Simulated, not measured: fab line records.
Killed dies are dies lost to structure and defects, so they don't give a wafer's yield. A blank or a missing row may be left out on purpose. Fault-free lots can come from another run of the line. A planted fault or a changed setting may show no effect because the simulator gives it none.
fab line records | flow gf180mcu | part 1 of 2: steps 1 to 33 of 43
record lots=5 | wafers=15 | last-day=34
route steps=602 shown M2@366 V2@382
lots that met no fault: from a run of the same line without faults
start-h: hours from the record's first day to the start of the lot's first wafer shown | wait-h: hours from the lot's prior step to this one | " as in the row above | L1.1+2: a row that stands for several wafers | - no value present, or no start provided | * or withheld: withheld | < > ~ a bound
route shown NAME@n: a module of which the file shows steps, and the number in the route of the first | usual: the fault-free wafers' mean and standard deviation | same: alike in all rows | chamber/n: place in a boat | sites: each site's reading | _std_site: how widely they spread, as a standard deviation | _edge_site: the outer-site mean with the inner-site mean subtracted | radius-mm: how far each site lies from the wafer's centre | mask NAME#n: copy n | behind: the tool/chamber that last shaped the wafer | hold: why the lot was held/for how many hours/how that ended | device: the transistor (n, p or np) that didn't switch | end of line: the route-end tests of the same wafers | a step with no rows: only its recipe | killed: count of dies lost to structure and defects at first sort (not the wafer's yield) | map: dies across one wafer; x = killed, . = not, _ = none there
set.NAME: the setting that was run; set.NAME@STEP: the one run at that earlier step | model.NAME: the simulator's own value behind a step, which no gauge read
a table for each step, a row for each wafer; lots at some steps of the route
services: when a tool's chamber went out of use (start-h, in hours from the record's first day, below 0 if earlier), for how many hours, and the reason
## steps
# step GF_M2_SPUTTER_04
# recipe material=TiN | target-thk-nm=50 | power-w=6500 | time-s=41.7 | chamber-pressure-pa=0.4
# usual throttle-valve-pct=30.2/1.2
lot.wafer | tool           | chamber | start-h | wait-h | throttle-valve-pct
L076.1    | pvd-sputter-02 | -       | 437.66  | 0.0    | 30.8
L076.2    | "              | -       | "       | "      | 30.2
L076.3    | "              | -       | "       | "      | 30.6
L078.2    | pvd-sputter-03 | -       | 453.31  | 0.0    | 28.9
L078.3    | "              | -       | "       | "      | 30.5
L078.4    | "              | -       | "       | "      | 29.4
L088.1    | pvd-sputter-03 | -       | 539.21  | 0.0    | 29.2
L088.4    | "              | -       | "       | "      | 28.8
L088.6    | "              | -       | "       | "      | 33.0
L089.1    | pvd-sputter-02 | -       | 549.44  | 0.0    | 30.8
L089.2    | "              | -       | "       | "      | 30.2
L089.5    | "              | -       | "       | "      | 31.3
L097.1    | pvd-sputter-03 | -       | 606.00  | 0.0    | 28.7
L097.2    | "              | -       | "       | "      | 29.1
L097.4    | "              | -       | "       | "      | 30.3
# step GF_M2_RS_MEAS_05
# recipe thk-meas-gauge=four-point-probe | reads=TiN_of_M2_SPUTTER_04+Ti_of_M2_SPUTTER_03+AlCu_of_M2_SPUTTER_02+TiN_of_M2_SPUTTER_01+Ti_of_M2_SPUTTER_00
# usual M2_ALCU_RS=0.0693/0.00074
lot.wafer | tool          | chamber | start-h | wait-h | M2_ALCU_RS[ohm/sq]
L076.1    | film-metro-03 | -       | 437.70  | 0.0    | 0.0694
L076.2    | "             | -       | "       | "      | 0.0689
L076.3    | "             | -       | "       | "      | 0.0685
L078.2    | film-metro-03 | -       | 453.37  | 0.0    | 0.0699
L078.3    | "             | -       | "       | "      | 0.0707
L078.4    | "             | -       | "       | "      | 0.0696
L088.1    | film-metro-03 | -       | 539.25  | 0.0    | 0.0689
L088.4    | "             | -       | "       | "      | 0.0688
L088.6    | "             | -       | "       | "      | 0.0689
L089.1    | film-metro-04 | -       | 549.48  | 0.0    | 0.0688
L089.2    | "             | -       | "       | "      | 0.0687
L089.5    | "             | -       | "       | "      | 0.0695
L097.1    | film-metro-03 | -       | 606.04  | 0.0    | 0.0689
L097.2    | "             | -       | "       | "      | 0.0692
L097.4    | "             | -       | "       | "      | 0.0698
# step GF_M2_THK_MEAS_06
# recipe thk-meas-gauge=xrf | reads=AlCu_of_M2_SPUTTER_02
# usual M2_ALCU_THK=452/5.2
lot.wafer | tool          | chamber | start-h | wait-h | M2_ALCU_THK[nm]
L076.1    | film-metro-03 | -       | 437.82  | 0.1    | 459
L076.2    | "             | -       | "       | "      | 458
L076.3    | "             | -       | "       | "      | 463
L078.2    | film-metro-03 | -       | 453.48  | 0.1    | 450
L078.3    | "             | -       | "       | "      | 447
L078.4    | "             | -       | "       | "      | 452
L088.1    | film-metro-03 | -       | 539.37  | 0.1    | 461
L088.4    | "             | -       | "       | "      | 457
L088.6    | "             | -       | "       | "      | 458
L089.1    | film-metro-04 | -       | 549.60  | 0.1    | 456
L089.2    | "             | -       | "       | "      | 455
L089.5    | "             | -       | "       | "      | 451
L097.1    | film-metro-03 | -       | 606.16  | 0.1    | 459
L097.2    | "             | -       | "       | "      | 457
L097.4    | "             | -       | "       | "      | 454
# step GF_M2_DEHYDRATE_07
# recipe temp-c=200 | time-s=60
lot.wafer  | tool           | chamber | start-h | wait-h
L076.1+2+3 | litho-track-04 | 0       | 449.85  | 12.0
L078.2+3+4 | litho-track-01 | 0       | 464.24  | 10.8
L088.1+4+6 | litho-track-02 | 0       | 550.38  | 11.0
L089.1+2+5 | litho-track-02 | 0       | 560.33  | 10.7
L097.1+2+4 | litho-track-02 | 0       | 615.83  | 9.7
# step GF_M2_HMDS_08
# recipe prime-time-s=60 | prime-temp-c=120
# same prime-time-s=60
lot.wafer  | tool           | chamber | start-h | wait-h
L076.1+2+3 | litho-track-04 | 0       | 450.00  | 0.1
L078.2+3+4 | litho-track-01 | 0       | 464.39  | 0.1
L088.1+4+6 | litho-track-02 | 0       | 550.53  | 0.1
L089.1+2+5 | litho-track-02 | 0       | 560.48  | 0.1
L097.1+2+4 | litho-track-02 | 0       | 615.98  | 0.1
# step GF_M2_COAT_09
# recipe resist=KrF | spin-rpm=withheld | resist-thk-nm=1000
lot.wafer  | tool           | chamber | start-h | wait-h
L076.1+2+3 | litho-track-04 | 0       | 450.15  | 0.1
L078.2+3+4 | litho-track-01 | 0       | 464.54  | 0.1
L088.1+4+6 | litho-track-02 | 0       | 550.68  | 0.1
L089.1+2+5 | litho-track-02 | 0       | 560.63  | 0.1
L097.1+2+4 | litho-track-02 | 0       | 616.13  | 0.1
# step GF_M2_SOFTBAKE_10
# recipe temp-c=130.7 | time-s=60 | resist=KrF
lot.wafer  | tool           | chamber | start-h | wait-h
L076.1+2+3 | litho-track-04 | 0       | 450.30  | 0.1
L078.2+3+4 | litho-track-01 | 0       | 464.69  | 0.1
L088.1+4+6 | litho-track-02 | 0       | 550.83  | 0.1
L089.1+2+5 | litho-track-02 | 0       | 560.78  | 0.1
L097.1+2+4 | litho-track-02 | 0       | 616.28  | 0.1
# step GF_M2_EXPOSE_11
# recipe mask-id=Metal2 | target-cd-nm=280 | na=0.68 | source-shape=conventional | sigma-outer=0.6 | dose-mj=28
lot.wafer  | tool           | chamber | start-h | wait-h | mask
L076.1+2+3 | krf-scanner-01 | 0       | -       | -      | Metal2#0
L078.2+3+4 | krf-scanner-02 | 0       | -       | -      | Metal2#0
L088.1+4+6 | krf-scanner-02 | 0       | -       | -      | Metal2#0
L089.1+2+5 | krf-scanner-01 | 0       | -       | -      | Metal2#0
L097.1+2+4 | krf-scanner-01 | 0       | -       | -      | Metal2#0
# step GF_M2_PEB_12
# recipe peb-temp-c=135 | peb-time-s=90 | resist=KrF
lot.wafer  | tool           | chamber | start-h | wait-h
L076.1+2+3 | litho-track-04 | 0       | -       | -
L078.2+3+4 | litho-track-01 | 0       | -       | -
L088.1+4+6 | litho-track-01 | 0       | -       | -
L089.1+2+5 | litho-track-04 | 0       | -       | -
L097.1+2+4 | litho-track-02 | 0       | -       | -
# step GF_M2_DEVELOP_13
# recipe develop-time-s=60 | dev-temp-c=21
lot.wafer  | tool           | chamber | start-h | wait-h
L076.1+2+3 | litho-track-04 | 0       | 462.35  | 0.2
L078.2+3+4 | litho-track-01 | 0       | 477.14  | 0.2
L088.1+4+6 | litho-track-01 | 0       | 562.02  | 0.2
L089.1+2+5 | litho-track-04 | 0       | 572.00  | 0.2
L097.1+2+4 | litho-track-02 | 0       | 626.43  | 0.2
# step GF_M2_CD_MEAS_14
# recipe target-cd-nm=280
# usual cd-nm=280.1/1.1
lot.wafer | tool      | chamber | start-h | wait-h | cd-nm
L076.1    | cd-sem-02 | -       | 462.50  | 0.1    | 280.5
L076.2    | "         | -       | "       | "      | 280.2
L076.3    | "         | -       | "       | "      | 280.5
L078.2    | cd-sem-01 | -       | 477.29  | 0.1    | 281.1
L078.3    | "         | -       | "       | "      | 280.8
L078.4    | "         | -       | "       | "      | 280.5
L088.1    | cd-sem-01 | -       | 562.17  | 0.1    | 279.0
L088.4    | "         | -       | "       | "      | 279.1
L088.6    | "         | -       | "       | "      | 279.0
L089.1    | cd-sem-01 | -       | 572.15  | 0.1    | 281.4
L089.2    | "         | -       | "       | "      | 281.0
L089.5    | "         | -       | "       | "      | 281.5
L097.1    | cd-sem-01 | -       | 626.63  | 0.2    | 279.8
L097.2    | "         | -       | "       | "      | 278.9
L097.4    | "         | -       | "       | "      | 278.6
# step GF_M2_OVL_MEAS_15
# usual M2_OVL=7/5.1
lot.wafer | tool       | chamber | start-h | wait-h | M2_OVL[nm]
L076.1    | overlay-01 | -       | 462.62  | 0.1    | 12
L076.2    | "          | -       | "       | "      | 5
L076.3    | "          | -       | "       | "      | 14
L078.2    | overlay-02 | -       | 477.39  | 0.1    | 7
L078.3    | "          | -       | "       | "      | 5
L078.4    | "          | -       | "       | "      | 3
L088.1    | overlay-01 | -       | 562.29  | 0.1    | 0
L088.4    | "          | -       | "       | "      | 2
L088.6    | "          | -       | "       | "      | 2
L089.1    | overlay-02 | -       | 572.27  | 0.1    | 4
L089.2    | "          | -       | "       | "      | 7
L089.5    | "          | -       | "       | "      | 6
L097.1    | overlay-01 | -       | 626.75  | 0.1    | 12
L097.2    | "          | -       | "       | "      | 12
L097.4    | "          | -       | "       | "      | 12
# step GF_M2_METAL_ETCH_16
# recipe chemistry=Cl2/BCl3 | mask-material=KrF | target-depth-nm=627.5 | stop-on=SiO2 | pressure-mtorr=8 | icp-w=800 | bias-w=140 | Cl2_flow_sccm=80 | bcl3-flow-sccm=40 | time-s=104.6
# usual drypump-motor-current-A=6.1/0.65 | mfc-cl2-sccm=80.02/0.22 | oes-product-au=0.973/0.0061 | throttle-valve-pct=28.248/0.01
lot.wafer | tool         | chamber | start-h | wait-h | drypump-motor-current-A | mfc-cl2-sccm | oes-product-au | rf-hours-counter-h | throttle-valve-pct
L076.1    | rie-metal-04 | 1       | 462.66  | 0.0    | 6.7                     | 80.14        | 0.980          | 7.0                | 28.250
L076.2    | "            | 0       | "       | "      | 5.2                     | 80.12        | 0.976          | 8.5                | 28.238
L076.3    | "            | 0       | "       | "      | 5.2                     | 80.28        | 0.977          | -                  | 28.249
L078.2    | rie-metal-04 | 0       | 477.42  | 0.0    | 5.2                     | 79.82        | 0.971          | 8.9                | 28.262
L078.3    | "            | 0       | "       | "      | 5.2                     | 80.22        | 0.963          | -                  | 28.244
L078.4    | "            | 1       | "       | "      | 6.7                     | 79.97        | 0.975          | -                  | 28.245
L088.1    | rie-metal-02 | 0       | 562.32  | 0.0    | 5.2                     | 80.34        | 0.971          | 9.1                | 28.231
L088.4    | "            | 0       | "       | "      | 5.2                     | 80.45        | 0.973          | -                  | 28.245
L088.6    | "            | 0       | "       | "      | 5.2                     | 80.04        | 0.974          | -                  | 28.259
L089.1    | rie-metal-04 | 0       | 572.30  | 0.0    | 5.2                     | 80.38        | 0.984          | 10.7               | 28.248
L089.2    | "            | 1       | "       | "      | 6.7                     | 80.14        | 0.974          | 9.2                | 28.239
L089.5    | "            | 0       | "       | "      | 5.2                     | 80.03        | 0.971          | -                  | 28.241
L097.1    | rie-metal-04 | 1       | 626.79  | 0.0    | 6.7                     | 79.59        | 0.973          | 11.4               | 28.255
L097.2    | "            | 1       | "       | "      | 6.7                     | 79.87        | 0.976          | -                  | 28.234
L097.4    | "            | 1       | "       | "      | 6.7                     | 79.85        | 0.978          | -                  | 28.228
# step GF_M2_STRIP_17
# recipe chemistry=O2/N2 | power-w=1400 | pressure-mtorr=1500 | platen-temp-c=250 | o2-flow-sccm=3000 | n2-flow-sccm=300 | overash-fraction=0.5
# usual drypump-motor-current-A=5.7/0.37 | heater-power-w=326/32 | oes-product-au=0.558/0.0047 | strip-time-to-endpoint-s=7.88/0.035
lot.wafer | tool            | chamber | start-h | wait-h | drypump-motor-current-A | heater-power-w | oes-product-au | rf-hours-counter-h | strip-time-to-endpoint-s
L076.1    | plasma-asher-01 | 0       | 462.77  | 0.1    | 5.2                     | 326            | 0.564          | 35                 | 7.88
L076.2    | "               | 1       | "       | "      | 5.6                     | 288            | 0.560          | 35                 | 7.85
L076.3    | "               | 0       | "       | "      | 5.2                     | 335            | 0.555          | -                  | 7.86
L078.2    | plasma-asher-03 | 1       | 477.53  | 0.1    | 6.2                     | 376            | 0.558          | 5                  | 7.83
L078.3    | "               | 0       | "       | "      | 5.8                     | 344            | 0.554          | -                  | 7.88
L078.4    | "               | 1       | "       | "      | 6.3                     | 371            | 0.567          | -                  | 7.88
L088.1    | plasma-asher-04 | 0       | 562.55  | 0.2    | 5.8                     | 289            | 0.558          | 79                 | 7.91
L088.4    | "               | 1       | "       | "      | 5.2                     | 322            | 0.551          | -                  | 7.90
L088.6    | "               | 1       | "       | "      | 5.2                     | 316            | 0.557          | -                  | 7.92
L089.1    | plasma-asher-04 | 0       | 572.42  | 0.1    | 5.8                     | 286            | 0.557          | 80                 | 7.90
L089.2    | "               | 1       | "       | "      | 5.1                     | 311            | 0.559          | 80                 | 7.91
L089.5    | "               | 1       | "       | "      | 5.2                     | 319            | 0.556          | -                  | 7.85
L097.1    | plasma-asher-03 | 1       | 627.02  | 0.2    | 6.2                     | 368            | 0.549          | 21                 | 7.87
L097.2    | "               | 0       | "       | "      | 5.7                     | 346            | 0.556          | 21                 | 7.87
L097.4    | "               | 1       | "       | "      | 6.2                     | 375            | 0.555          | -                  | 7.85
# step GF_M2_STRIP_18
# recipe chemistry=post-etch-residue-remover | time-s=1200 | temp-c=72.5
lot.wafer  | tool         | chamber | start-h | wait-h
L076.1+2+3 | wet-bench-03 | 2       | 462.87  | 0.1
L078.2+3+4 | wet-bench-04 | 3       | 477.63  | 0.1
L088.1+4+6 | wet-bench-04 | 3       | 562.65  | 0.1
L089.1+2+5 | wet-bench-04 | 0       | 572.52  | 0.1
L097.1+2+4 | wet-bench-02 | 1       | 627.12  | 0.1
# step GF_M2_CLEAN_19
# recipe chemistry=DIW | dry=n2-spin
lot.wafer  | tool         | chamber | start-h | wait-h
L076.1+2+3 | wet-bench-02 | 1       | 463.21  | 0.0
L078.2+3+4 | wet-bench-03 | 3       | 477.98  | 0.0
L088.1+4+6 | wet-bench-04 | 0       | 562.99  | 0.0
L089.1+2+5 | wet-bench-04 | 1       | 572.89  | 0.0
L097.1+2+4 | wet-bench-04 | 1       | 627.46  | 0.0
# step GF_V2_CVD_00
# recipe material=SiO2 | target-thk-nm=600 | sigma-open-frac=0.3 | temp-c=400 | time-s=100 | sih4-flow-sccm=60 | pressure-mtorr=6
lot.wafer  | tool      | chamber | start-h | wait-h
L076.1+2+3 | hdpcvd-02 | 0,1,2   | 463.30  | 0.0
L078.2+3+4 | hdpcvd-01 | 0,1,2   | 478.07  | 0.0
L088.1+4+6 | hdpcvd-01 | 2,0,1   | 563.08  | 0.0
L089.1+2+5 | hdpcvd-01 | 2,0,2   | 572.99  | 0.0
L097.1+2+4 | hdpcvd-02 | 2,0,2   | 627.55  | 0.0
# step GF_V2_THK_MEAS_01
# recipe reads=SiO2_of_V2_CVD_00
# usual V2_CVD_00_THK=597/5.7
lot.wafer | tool          | chamber | start-h | wait-h | V2_CVD_00_THK[nm]
L076.1    | film-metro-03 | -       | 463.37  | 0.0    | 594
L076.2    | "             | -       | "       | "      | 604
L076.3    | "             | -       | "       | "      | 601
L078.2    | film-metro-04 | -       | 478.15  | 0.0    | 597
L078.3    | "             | -       | "       | "      | 601
L078.4    | "             | -       | "       | "      | 598
L088.1    | film-metro-02 | -       | 563.15  | 0.0    | 599
L088.4    | "             | -       | "       | "      | 589
L088.6    | "             | -       | "       | "      | 592
L089.1    | film-metro-03 | -       | 573.06  | 0.0    | 606
L089.2    | "             | -       | "       | "      | 601
L089.5    | "             | -       | "       | "      | 609
L097.1    | film-metro-02 | -       | 627.62  | 0.0    | 594
L097.2    | "             | -       | "       | "      | 592
L097.4    | "             | -       | "       | "      | 596
# step GF_V2_CVD_02
# recipe material=SiO2 | target-thk-nm=850 | precursor=TEOS | temp-c=400 | time-s=94.851 | rf-w=600
# usual heater-power-w=620/120
lot.wafer | tool     | chamber | start-h | wait-h | heater-power-w
L076.1    | pecvd-01 | 2       | 463.43  | 0.1    | 613
L076.2    | "        | 0       | "       | "      | 746
L076.3    | "        | 1       | "       | "      | 594
L078.2    | pecvd-04 | 0       | 478.20  | 0.0    | 586
L078.3    | "        | 1       | "       | "      | 624
L078.4    | "        | 2       | "       | "      | 593
L088.1    | pecvd-04 | 1       | 563.21  | 0.1    | 588
L088.4    | "        | 2       | "       | "      | 591
L088.6    | "        | 1       | "       | "      | 595
L089.1    | pecvd-01 | 1       | 573.12  | 0.1    | 532
L089.2    | "        | 2       | "       | "      | 603
L089.5    | "        | 2       | "       | "      | 634
L097.1    | pecvd-01 | 0       | 627.68  | 0.1    | 729
L097.2    | "        | 2       | "       | "      | 653
L097.4    | "        | 1       | "       | "      | 530
# step GF_V2_THK_MEAS_03
# recipe reads=SiO2_of_V2_CVD_02
# usual V2_CVD_02_THK=846/13
lot.wafer | tool          | chamber | start-h | wait-h | V2_CVD_02_THK[nm]
L076.1    | film-metro-02 | -       | 463.50  | 0.0    | 833
L076.2    | "             | -       | "       | "      | 847
L076.3    | "             | -       | "       | "      | 836
L078.2    | film-metro-04 | -       | 478.28  | 0.0    | 835
L078.3    | "             | -       | "       | "      | 850
L078.4    | "             | -       | "       | "      | 850
L088.1    | film-metro-03 | -       | 563.28  | 0.0    | 836
L088.4    | "             | -       | "       | "      | 847
L088.6    | "             | -       | "       | "      | 854
L089.1    | film-metro-04 | -       | 573.19  | 0.0    | 829
L089.2    | "             | -       | "       | "      | 837
L089.5    | "             | -       | "       | "      | 854
L097.1    | film-metro-04 | -       | 627.75  | 0.0    | 854
L097.2    | "             | -       | "       | "      | 850
L097.4    | "             | -       | "       | "      | 856
# step GF_V2_CMP_04
# recipe material=SiO2 | down-force-psi=4 | platen-rpm=60 | pad-velocity-m-s=0.94248
# usual motor-current-A=12.0/0.97 | time-to-endpoint-s=79/5.6
lot.wafer | tool   | chamber | start-h | wait-h | motor-current-A | time-to-endpoint-s
L076.2    | cmp-02 | 2       | 463.76  | 0.2    | 12.3            | 80
L076.3    | "      | 3       | "       | "      | 12.3            | 75
L076.1    | "      | 0       | "       | "      | 13.0            | 77
L078.4    | cmp-01 | 1       | 478.38  | 0.1    | 10.9            | 82
L078.3    | "      | 2       | "       | "      | 11.5            | 86
L078.2    | "      | 3       | "       | "      | 12.7            | 72
L088.1    | cmp-01 | 0       | 563.34  | 0.1    | 13.2            | 77
L088.4    | "      | 1       | "       | "      | 9.7             | 81
L088.6    | "      | 0       | "       | "      | 12.0            | 84
L089.1    | cmp-02 | 2       | 573.30  | 0.1    | 13.1            | 72
L089.2    | "      | 0       | "       | "      | 13.9            | 78
L089.5    | "      | 1       | "       | "      | 11.5            | 83
L097.2    | cmp-01 | 1       | 627.86  | 0.1    | 10.5            | 77
L097.4    | "      | 2       | "       | "      | 12.5            | 85
L097.1    | "      | 3       | "       | "      | 12.7            | 77
# step GF_V2_BOW_MEAS_05
# recipe mode=bow
# usual V2_BOW=97/7.8
lot.wafer | tool          | chamber | start-h | wait-h | V2_BOW[um]
L076.1    | film-metro-03 | -       | 464.01  | 0.1    | 113
L076.2    | "             | -       | "       | "      | 93
L076.3    | "             | -       | "       | "      | 105
L078.2    | film-metro-03 | -       | 478.65  | 0.1    | 114
L078.3    | "             | -       | "       | "      | 100
L078.4    | "             | -       | "       | "      | 106
L088.1    | film-metro-04 | -       | 563.66  | 0.3    | 107
L088.4    | "             | -       | "       | "      | 96
L088.6    | "             | -       | "       | "      | 101
L089.1    | film-metro-04 | -       | 573.55  | 0.2    | 105
L089.2    | "             | -       | "       | "      | 87
L089.5    | "             | -       | "       | "      | 94
L097.1    | film-metro-02 | -       | 628.11  | 0.1    | 90
L097.2    | "             | -       | "       | "      | 97
L097.4    | "             | -       | "       | "      | 95
# step GF_V2_DEHYDRATE_06
# recipe temp-c=200 | time-s=60
lot.wafer  | tool           | chamber | start-h | wait-h
L076.1+2+3 | litho-track-01 | 0       | 475.57  | 11.5
L078.2+3+4 | litho-track-01 | 0       | 489.74  | 11.1
L088.1+4+6 | litho-track-01 | 0       | 574.07  | 10.4
L089.1+2+5 | litho-track-03 | 0       | 584.07  | 10.5
L097.1+2+4 | litho-track-01 | 0       | 638.26  | 10.1
# step GF_V2_HMDS_07
# recipe prime-time-s=60 | prime-temp-c=120
# same prime-time-s=60
lot.wafer  | tool           | chamber | start-h | wait-h
L076.1+2+3 | litho-track-01 | 0       | 475.72  | 0.1
L078.2+3+4 | litho-track-01 | 0       | 489.89  | 0.1
L088.1+4+6 | litho-track-01 | 0       | 574.22  | 0.1
L089.1+2+5 | litho-track-03 | 0       | 584.22  | 0.1
L097.1+2+4 | litho-track-01 | 0       | 638.41  | 0.1
# step GF_V2_COAT_08
# recipe resist=BARC | temp-c=withheld | time-s=withheld | spin-rpm=withheld | resist-thk-nm=withheld
lot.wafer  | tool           | chamber | start-h | wait-h
L076.1+2+3 | litho-track-01 | 0       | 475.87  | 0.1
L078.2+3+4 | litho-track-01 | 0       | 490.04  | 0.1
L088.1+4+6 | litho-track-01 | 0       | 574.37  | 0.1
L089.1+2+5 | litho-track-03 | 0       | 584.37  | 0.1
L097.1+2+4 | litho-track-01 | 0       | 638.56  | 0.1
# step GF_V2_COAT_09
# recipe resist=KrF | spin-rpm=withheld | resist-thk-nm=1000
lot.wafer  | tool           | chamber | start-h | wait-h
L076.1+2+3 | litho-track-01 | 0       | -       | -
L078.2+3+4 | litho-track-01 | 0       | -       | -
L088.1+4+6 | litho-track-01 | 0       | -       | -
L089.1+2+5 | litho-track-03 | 0       | -       | -
L097.1+2+4 | litho-track-01 | 0       | -       | -
# step GF_V2_SOFTBAKE_10
# recipe temp-c=130 | time-s=60 | resist=KrF
lot.wafer  | tool           | chamber | start-h | wait-h
L076.1+2+3 | litho-track-01 | 0       | -       | -
L078.2+3+4 | litho-track-01 | 0       | -       | -
L088.1+4+6 | litho-track-01 | 0       | -       | -
L089.1+2+5 | litho-track-03 | 0       | -       | -
L097.1+2+4 | litho-track-01 | 0       | -       | -
# step GF_V2_EXPOSE_11
# recipe mask-id=Via2 | target-cd-nm=260 | na=0.68 | source-shape=conventional | sigma-outer=0.6 | dose-mj=38
lot.wafer  | tool           | chamber | start-h | wait-h | mask
L076.1+2+3 | krf-scanner-02 | 0       | -       | -      | Via2#0
L078.2+3+4 | krf-scanner-01 | 0       | -       | -      | Via2#0
L088.1+4+6 | krf-scanner-02 | 0       | -       | -      | Via2#0
L089.1+2+5 | krf-scanner-02 | 0       | -       | -      | Via2#0
L097.1+2+4 | krf-scanner-02 | 0       | -       | -      | Via2#0
# step GF_V2_PEB_12
# recipe peb-temp-c=134 | peb-time-s=90 | resist=KrF
lot.wafer  | tool           | chamber | start-h | wait-h
L076.1+2+3 | litho-track-02 | 0       | -       | -
L078.2+3+4 | litho-track-03 | 0       | -       | -
L088.1+4+6 | litho-track-03 | 0       | -       | -
L089.1+2+5 | litho-track-02 | 0       | -       | -
L097.1+2+4 | litho-track-01 | 0       | -       | -
# step GF_V2_DEVELOP_13
# recipe develop-time-s=60 | resist=KrF | dev-temp-c=21
lot.wafer  | tool           | chamber | start-h | wait-h
L076.1+2+3 | litho-track-02 | 0       | 488.23  | 0.2
L078.2+3+4 | litho-track-03 | 0       | 502.19  | 0.2
L088.1+4+6 | litho-track-03 | 0       | 585.32  | 0.2
L089.1+2+5 | litho-track-02 | 0       | 595.63  | 0.2
L097.1+2+4 | litho-track-01 | 0       | 648.41  | 0.2
# step GF_V2_CD_MEAS_14
# recipe target-cd-nm=260
# usual cd-nm=260.0/1.2
lot.wafer | tool      | chamber | start-h | wait-h | cd-nm
L076.1    | cd-sem-02 | -       | 488.38  | 0.1    | 259.5
L076.2    | "         | -       | "       | "      | 260.6
L076.3    | "         | -       | "       | "      | 259.9
L078.2    | cd-sem-01 | -       | 502.34  | 0.1    | 259.2
L078.3    | "         | -       | "       | "      | 259.7
L078.4    | "         | -       | "       | "      | 259.2
L088.1    | cd-sem-01 | -       | 585.47  | 0.1    | 259.7
L088.4    | "         | -       | "       | "      | 259.7
L088.6    | "         | -       | "       | "      | 260.2
L089.1    | cd-sem-02 | -       | 595.78  | 0.1    | 258.9
L089.2    | "         | -       | "       | "      | 259.4
L089.5    | "         | -       | "       | "      | 259.7
L097.1    | cd-sem-01 | -       | 648.56  | 0.1    | 259.3
L097.2    | "         | -       | "       | "      | 258.8
L097.4    | "         | -       | "       | "      | 259.7
# step GF_V2_OVL_MEAS_15
# usual V2_OVL=-1/5.8
lot.wafer | tool       | chamber | start-h | wait-h | V2_OVL[nm]
L076.1    | overlay-01 | -       | 488.50  | 0.1    | 10
L076.2    | "          | -       | "       | "      | 4
L076.3    | "          | -       | "       | "      | 5
L078.2    | overlay-01 | -       | 502.45  | 0.1    | -2
L078.3    | "          | -       | "       | "      | -1
L078.4    | "          | -       | "       | "      | -1
L088.1    | overlay-02 | -       | 585.59  | 0.1    | 4
L088.4    | "          | -       | "       | "      | 2
L088.6    | "          | -       | "       | "      | -2
L089.1    | overlay-01 | -       | 595.90  | 0.1    | -5
L089.2    | "          | -       | "       | "      | -18
L089.5    | "          | -       | "       | "      | -6
L097.1    | overlay-01 | -       | 648.68  | 0.1    | 1
L097.2    | "          | -       | "       | "      | -9
L097.4    | "          | -       | "       | "      | -4
# step GF_V2_ETCH_16
# recipe chemistry=N2/H2 | target-depth-a=withheld | overetch-a=withheld | time-s=withheld | target=BARC | ion-energy-ev=200 | source-w=500 | bias-w=100 | pressure-mtorr=30 | n2-flow-sccm=100 | h2-flow-sccm=200
# usual drypump-motor-current-A=5.8/0.33 | oes-product-au=0.855/0.0046 | throttle-valve-pct=13.224/0.0093
lot.wafer | tool        | chamber | start-h | wait-h | drypump-motor-current-A | oes-product-au | throttle-valve-pct
L076.1    | rie-diel-04 | 0       | 488.54  | 0.0    | 5.5                     | 0.847          | 13.228
L076.2    | "           | 1       | "       | "      | 5.8                     | 0.860          | 13.231
L076.3    | "           | 2       | "       | "      | 5.9                     | 0.849          | 13.220
L078.2    | rie-diel-02 | 1       | 502.48  | 0.0    | 6.3                     | 0.850          | 13.230
L078.3    | "           | 2       | "       | "      | 5.7                     | 0.864          | 13.226
L078.4    | "           | 0       | "       | "      | 6.1                     | 0.857          | 13.229
L088.1    | rie-diel-03 | 0       | 585.62  | 0.0    | 5.9                     | 0.853          | 13.220
L088.4    | "           | 1       | "       | "      | 6.2                     | 0.854          | 13.226
L088.6    | "           | 3       | "       | "      | 6.6                     | 0.854          | 13.247
L089.1    | rie-diel-04 | 0       | 595.94  | 0.0    | 5.5                     | 0.856          | 13.228
L089.2    | "           | 3       | "       | "      | 5.5                     | 0.862          | 13.236
L089.5    | "           | 2       | "       | "      | 5.9                     | 0.854          | 13.219
L097.1    | rie-diel-03 | 0       | 648.72  | 0.0    | 5.9                     | 0.857          | 13.221
L097.2    | "           | 3       | "       | "      | 6.6                     | 0.859          | 13.223
L097.4    | "           | 2       | "       | "      | 5.5                     | 0.857          | 13.217
